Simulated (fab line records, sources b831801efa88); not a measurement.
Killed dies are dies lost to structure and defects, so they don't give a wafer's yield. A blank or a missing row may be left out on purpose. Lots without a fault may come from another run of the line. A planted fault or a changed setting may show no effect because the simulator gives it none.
fab line records | flow sky130
record lots=12 wafers=36 last_day=50
route steps=708 shown CONTACT@410 PAD_OPEN@708
lots that met no fault: from a run of the same line without faults
start_h: hours from the record's first day to the start of the lot's first wafer shown | wait_h: hours since the lot's step before | " the same as in the row above | L1.1+2: a row that stands for several wafers | - no value, or no start given | * or withheld: withheld | < > ~ a bound
route shown NAME@n: a module of which the file shows steps, and the number in the route of the first | usual: mean/standard deviation of fault-free wafers | same: alike in all rows | chamber/n: place in a boat | sites: the reading at each site | _std_site: their standard deviation | _edge_site: outer sites' mean less inner sites' | radius_mm: how far each site lies from the wafer's centre | mask NAME#n: copy n | behind: the tool/chamber that last shaped the wafer | hold: why the lot was held/for how many hours/how that ended | device: the transistor (n, p or np) that didn't switch | end of line: the same wafers' tests at the end of the route | a step without rows: its recipe alone | killed: dies lost to structure and defects at the first sort, not the wafer's yield | map: a wafer's dies, x killed, . not, _ none there
set.NAME: the setting as run; set.NAME@STEP: as run at that earlier step | model.NAME: the simulator's own value behind a step, which no gauge read
steps of the route over a sample of lots; a table a step, a row a wafer
services: from which hour (start_h, from the record's first day; less than 0 if before it) a tool's chamber was out of use, for how many hours, and why
## steps
# step SKY_CONTACT_CMP_04
# recipe material=SiO2 down_force_psi=4 platen_rpm=60 pad_velocity_m_s=0.94248
# usual motor_current_A=12.1/0.93 platen_rpm=60.00/0.044 time_to_endpoint_s=83/3.5
# columns lot.wafer tool chamber start_h wait_h motor_current_A platen_rpm time_to_endpoint_s
L502.1 cmp-02 0 724.36 0.1 12.4 60.00 86
L502.3 " 1 " " 12.6 59.95 91
L502.5 " 0 " " 12.9 60.06 87
L503.2 cmp-02 2 751.24 0.1 11.6 59.95 89
L503.4 " 0 " " 13.0 60.01 83
L503.5 " 1 " " 12.2 60.05 86
L505.2 cmp-01 0 757.54 0.0 10.8 60.04 82
L505.3 " 1 " " 14.6 59.92 84
L505.4 " 2 " " 11.7 59.92 80
L506.2 cmp-01 3 762.06 0.0 12.3 60.06 78
L506.3 " 1 " " 13.7 59.91 84
L506.5 " 0 " " 11.4 59.88 78
L509.4 cmp-02 2 769.85 0.0 10.9 60.05 83
L509.3 " 3 " " 11.5 60.01 76
L509.2 " 1 " " 12.2 60.02 82
L507.3 cmp-02 3 772.57 0.1 11.7 59.95 80
L507.5 " 1 " " 12.2 60.03 81
L507.6 " 2 " " 11.2 59.96 87
L511.1 cmp-01 1 789.21 0.1 14.2 60.03 87
L511.2 " 2 " " 12.0 60.11 85
L511.5 " 2 " " 12.4 60.12 85
L513.2 cmp-02 2 800.32 0.3 10.5 60.03 81
L513.3 " 3 " " 11.4 60.01 76
L513.5 " 2 " " 11.0 60.03 79
L519.2 cmp-02 1 848.59 0.1 12.4 59.97 84
L519.3 " 2 " " 11.3 59.96 80
L519.6 " 1 " " 12.5 59.98 81
L520.4 cmp-01 1 854.68 0.1 14.8 60.00 88
L520.2 " 3 " " 12.1 60.03 81
L520.6 " 0 " " 11.2 60.00 82
L521.4 cmp-02 0 867.22 0.0 13.2 60.03 79
L521.2 " 1 " " 12.5 59.99 81
L521.3 " 2 " " 10.9 60.00 80
L523.1 cmp-02 2 878.80 0.2 11.4 60.05 86
L523.5 " 2 " " 10.9 59.98 89
L523.6 " 3 " " 11.8 59.98 85
# step SKY_CONTACT_COAT_08
# recipe resist=BARC temp_c=withheld time_s=withheld spin_rpm=3000 resist_thk_nm=60
# usual dispense_pressure_kPa=50/3.9
# columns lot.wafer tool chamber start_h wait_h dispense_pressure_kPa
L502.1 litho_track-04 0 738.72 0.1 57
L502.3 " 0 " " 57
L502.5 " 0 " " 57
L503.2 litho_track-02 0 764.69 0.1 50
L503.4 " 0 " " 50
L503.5 " 0 " " 50
L505.2 litho_track-01 0 770.66 0.1 47
L505.3 " 0 " " 47
L505.4 " 0 " " 47
L506.2 litho_track-02 0 775.24 0.1 50
L506.3 " 0 " " 50
L506.5 " 0 " " 50
L509.2 litho_track-01 0 782.91 0.1 47
L509.3 " 0 " " 47
L509.4 " 0 " " 47
L507.3 litho_track-01 0 785.53 0.1 47
L507.5 " 0 " " 47
L507.6 " 0 " " 47
L511.1 litho_track-04 0 802.27 0.1 57
L511.2 " 0 " " 57
L511.5 " 0 " " 57
L513.2 litho_track-01 0 813.56 0.1 47
L513.3 " 0 " " 47
L513.5 " 0 " " 47
L519.2 litho_track-01 0 861.31 0.1 47
L519.3 " 0 " " 47
L519.6 " 0 " " 47
L520.2 litho_track-01 0 867.56 0.1 47
L520.4 " 0 " " 47
L520.6 " 0 " " 47
L521.2 litho_track-04 0 880.24 0.1 57
L521.3 " 0 " " 57
L521.4 " 0 " " 57
L523.1 litho_track-02 0 891.32 0.1 50
L523.5 " 0 " " 50
L523.6 " 0 " " 50
# step SKY_CONTACT_CD_MEAS_14
# recipe target_cd_nm=170
# usual cd_nm=170.0/1.3
# columns lot.wafer tool chamber start_h wait_h cd_nm
L502.1 cd_sem-01 - 752.72 - 169.2
L502.3 " - " " 169.5
L502.5 " - " " 167.4
L503.2 cd_sem-02 - 777.99 - 168.8
L503.4 " - " " 168.7
L503.5 " - " " 169.3
L505.2 cd_sem-02 - 784.59 - 169.0
L505.3 " - " " 167.5
L505.4 " - " " 167.3
L506.2 cd_sem-01 - 788.70 - 169.9
L506.3 " - " " 170.9
L506.5 " - " " 169.8
L509.2 cd_sem-02 - 797.05 - 172.3
L509.3 " - " " 171.2
L509.4 " - " " 172.5
L507.3 cd_sem-02 - 799.31 - 170.2
L507.5 " - " " 169.1
L507.6 " - " " 170.2
L511.1 cd_sem-01 - 816.12 - 170.1
L511.2 " - " " 169.0
L511.5 " - " " 170.8
L513.2 cd_sem-01 - 827.14 - 170.6
L513.3 " - " " 169.9
L513.5 " - " " 171.3
L519.2 cd_sem-01 - 875.39 - 169.8
L519.3 " - " " 171.7
L519.6 " - " " 170.8
L520.2 cd_sem-01 - 880.85 - 171.6
L520.4 " - " " 170.5
L520.6 " - " " 170.8
L521.2 cd_sem-01 - 893.00 - 172.3
L521.3 " - " " 169.9
L521.4 " - " " 169.9
L523.1 cd_sem-01 - 904.19 - 170.8
L523.5 " - " " 170.8
L523.6 " - " " 171.9
# step SKY_CONTACT_ETCH_16
# recipe chemistry=N2/H2 target=BARC ion_energy_ev=200 source_w=500 bias_w=100 pressure_mtorr=30 n2_flow_sccm=100 h2_flow_sccm=200 stop_on=SiO2 time_s=45.9 target_depth_a=600
# usual drypump_motor_current_A=5.9/0.32 oes_product_au=0.854/0.0048 throttle_valve_pct=13.224/0.0087
# columns lot.wafer tool chamber start_h wait_h drypump_motor_current_A oes_product_au rf_hours_counter_h throttle_valve_pct
L502.1 rie_diel-02 0 752.87 0.0 6.2 0.848 12 13.229
L502.3 " 2 " " 5.8 0.850 13 13.237
L502.5 " 0 " " 6.2 0.854 - 13.215
L503.2 rie_diel-02 0 778.12 0.0 6.2 0.857 13 13.231
L503.4 " 2 " " 5.8 0.856 - 13.210
L503.5 " 1 " " 5.7 0.856 - 13.222
L505.2 rie_diel-02 0 784.72 0.0 6.2 0.853 13 13.226
L505.3 " 2 " " 5.8 0.849 14 13.220
L505.4 " 2 " " 5.8 0.862 - 13.219
L506.2 rie_diel-02 1 788.84 0.0 5.7 0.847 4 13.218
L506.3 " 0 " " 6.2 0.856 13 13.234
L506.5 " 1 " " 5.7 0.852 - 13.218
L509.2 rie_diel-02 1 797.19 0.0 5.7 0.854 4 13.218
L509.3 " 2 " " 5.8 0.854 14 13.232
L509.4 " 3 " " 5.5 0.851 0 13.219
L507.3 rie_diel-02 1 799.42 0.0 5.7 0.855 5 13.215
L507.5 " 1 " " 5.7 0.854 - 13.226
L507.6 " 0 " " 6.2 0.851 - 13.221
L511.1 rie_diel-01 0 816.27 0.0 6.2 0.853 14 13.220
L511.2 " 3 " " 5.2 0.850 12 13.210
L511.5 " 3 " " 5.2 0.855 - 13.224
L513.2 rie_diel-04 0 827.27 0.0 6.1 0.858 7 13.222
L513.3 " 2 " " 6.2 0.853 11 13.235
L513.5 " 0 " " 6.1 0.858 - 13.206
L519.2 rie_diel-04 1 875.52 0.0 6.2 0.876 2 13.218
L519.3 " 2 " " 6.1 0.881 12 13.226
L519.6 " 2 " " 6.1 0.872 - 13.224
L520.2 rie_diel-02 1 880.99 0.0 5.7 0.872 8 13.219
L520.4 " 2 " " 5.8 0.876 18 13.223
L520.6 " 1 " " 5.7 0.876 - 13.230
L521.2 rie_diel-02 3 893.14 0.0 5.6 0.852 4 13.234
L521.3 " 0 " " 6.2 0.859 17 13.213
L521.4 " 2 " " 5.7 0.863 18 13.229
L523.1 rie_diel-02 0 904.34 0.0 6.2 0.847 18 13.227
L523.5 " 0 " " 6.2 0.857 - 13.238
L523.6 " 1 " " 5.7 0.852 - 13.208
# step SKY_CONTACT_ETCH_17
# recipe target=SiO2 chemistry=C4F8/O2/Ar stop_on=Si3N4 mask_material=KrF-thick source_w=1500 bias_w=1200 pressure_mtorr=40 c4f8_flow_sccm=withheld O2_flow_sccm=6 Ar_flow_sccm=300 time_s=withheld target_depth_a=3400
# usual oes_product_au=0.892/0.0049
# columns lot.wafer tool chamber start_h wait_h oes_product_au
L502.1 rie_diel-02 0 752.92 0.0 0.891
L502.3 " 2 " " 0.886
L502.5 " 0 " " 0.892
L503.2 rie_diel-02 0 778.16 0.0 0.892
L503.4 " 2 " " 0.890
L503.5 " 1 " " 0.882
L505.2 rie_diel-02 0 784.77 0.0 0.898
L505.3 " 2 " " 0.890
L505.4 " 2 " " 0.891
L506.2 rie_diel-02 1 788.88 0.0 0.889
L506.3 " 0 " " 0.896
L506.5 " 1 " " 0.893
L509.2 rie_diel-02 1 797.23 0.0 0.887
L509.3 " 2 " " 0.888
L509.4 " 3 " " 0.897
L507.3 rie_diel-02 1 799.46 0.0 0.894
L507.5 " 1 " " 0.890
L507.6 " 0 " " 0.894
L511.1 rie_diel-01 0 816.32 0.0 0.891
L511.2 " 3 " " 0.885
L511.5 " 3 " " 0.889
L513.2 rie_diel-04 0 827.32 0.0 0.895
L513.3 " 2 " " 0.893
L513.5 " 0 " " 0.890
L519.2 rie_diel-04 1 875.56 0.0 0.894
L519.3 " 2 " " 0.889
L519.6 " 2 " " 0.888
L520.2 rie_diel-02 1 881.03 0.0 0.882
L520.4 " 2 " " 0.900
L520.6 " 1 " " 0.892
L521.2 rie_diel-02 3 893.18 0.0 0.888
L521.3 " 0 " " 0.898
L521.4 " 2 " " 0.883
L523.1 rie_diel-02 0 904.41 0.0 0.891
L523.5 " 0 " " 0.891
L523.6 " 1 " " 0.891
# step SKY_PAD_OPEN_PROBE_99
# usual killed_at_M0_to_M3=44/7.3 killed_at_M4_up=3.4/1.7 killed_at_contacts=24/5.3 killed_at_front_end=15/4.1 killed_at_other=0.4/0.68 killed_dies=87/9.5 killed_open=48/7.1 killed_short=39/5.8
# same gross_dies=492 killed_at_back_side=0
# columns lot.wafer tool chamber start_h wait_h killed_at_M0_to_M3 killed_at_M4_up killed_at_contacts killed_at_front_end killed_at_other killed_dies killed_open killed_short
L502.1 prober-01 - 1088.90 0.1 45 2 22 20 0 89 48 39
L502.3 prober-01 - 1089.00 0.2 49 3 25 13 0 90 47 42
L502.5 prober-01 - 1089.10 0.2 47 2 28 12 0 89 55 32
L513.3 prober-01 - 1142.84 0.2 51 4 28 14 0 97 52 45
L513.5 prober-01 - 1142.94 0.2 50 2 26 15 1 94 53 39
# killed by level:class
L502.1 VIA1:geometric_particle:open=12 VIA3:geometric_particle:open=9 CONTACT:geometric_particle:open=8 VIA2:geometric_particle:open=8 FIELD_ISO:geometric_particle:short=7 METAL1:geometric_particle:short=7 POLY_GATE:geometric_particle:short=5 LI_CONTACT:geometric_particle:open=5
L502.3 VIA1:geometric_particle:open=10 VIA3:geometric_particle:open=9 CONTACT:geometric_particle:open=8 VIA2:geometric_particle:open=6 LI_CONTACT:geometric_particle:open=5 LOCAL_INTERCONNECT:geometric_particle:short=5 CONTACT:geometric_particle:short=5 METAL2:geometric_particle:short=5
L502.5 CONTACT:geometric_particle:open=15 VIA2:geometric_particle:open=10 VIA3:geometric_particle:open=9 VIA1:geometric_particle:open=8 LI_CONTACT:geometric_particle:open=5 METAL3:geometric_particle:short=5 CONTACT:geometric_particle:short=4 METAL2:geometric_particle:short=4
L513.3 VIA1:geometric_particle:open=10 CONTACT:geometric_particle:open=9 VIA1:geometric_particle:short=9 VIA2:geometric_particle:open=7 LI_CONTACT:geometric_particle:open=7 FIELD_ISO:geometric_particle:short=6 METAL2:geometric_particle:short=6 LI_CONTACT:geometric_particle:short=5
L513.5 CONTACT:geometric_particle:open=10 METAL1:geometric_particle:short=10 VIA1:geometric_particle:open=10 LI_CONTACT:geometric_particle:open=8 VIA2:geometric_particle:open=7 VIA3:geometric_particle:open=6 METAL2:geometric_particle:short=5 FIELD_ISO:geometric_particle:short=4
## services
# columns tool chamber start_h hours kind
rie_diel-04 2 711.96 7.8 repair
rie_diel-02 2 720.39 3.0 repair
rie_diel-04 1 728.36 2.5 repair
cmp-02 - 744.17 4.0 pm
cmp-02 - 748.17 - consumable_replace:conditioner
cmp-02 - 748.17 - consumable_replace:pad
rie_diel-04 - 750.36 2.6 repair
rie_diel-04 1 769.57 3.0 repair
rie_diel-02 3 773.44 - clean
rie_diel-02 3 773.44 17.1 scheduled_down
rie_diel-02 3 773.44 17.1 vent_cycle
rie_diel-04 - 774.87 42.9 repair
rie_diel-04 - 779.93 0.6 repair
cmp-01 - 797.76 6.6 pm
rie_diel-01 - 803.45 8.2 repair
cmp-02 - 821.63 5.8 pm
rie_diel-02 3 847.18 13.4 repair
litho_track-01 - 847.63 - consumable_replace:filter
cmp-01 - 883.55 3.3 repair
cmp-02 - 884.73 3.4 repair
cmp-01 - 889.07 6.7 repair
cmp-02 - 889.42 0.8 repair
rie_diel-02 2 899.55 14.0 repair
rie_diel-02 3 902.73 4.0 repair
## key
first_sign step=SKY_CONTACT_ETCH_16 reading=oes_product_au direction=up sigmas=4.4 usual=0.854 struck=0.876
effect none on later readings
met_at SKY_CONTACT_COAT_08
struck_lots L519,L520
tester_left_out L519,L520
not_acting_at SKY_CONTACT_CMP_04,SKY_CONTACT_CD_MEAS_14,SKY_CONTACT_ETCH_17
onset_between 813.56 861.31
fault kind=process_parameter_drift tool=litho_track-01 chamber=- onset_h=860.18 steps=SKY_CONTACT_COAT_08 channel=resist_thk_nm offset=2.772 shape=step end_h=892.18 acts_in=these_recipes_only stated=60
# tester_left_out: of these lots the tester's yield and bins aren't shown, on N5 and GAA mostly nor the transistor test; their killed dies are dies lost to structure and defects alone, not to doping, threshold or leakage, so they don't give the yield
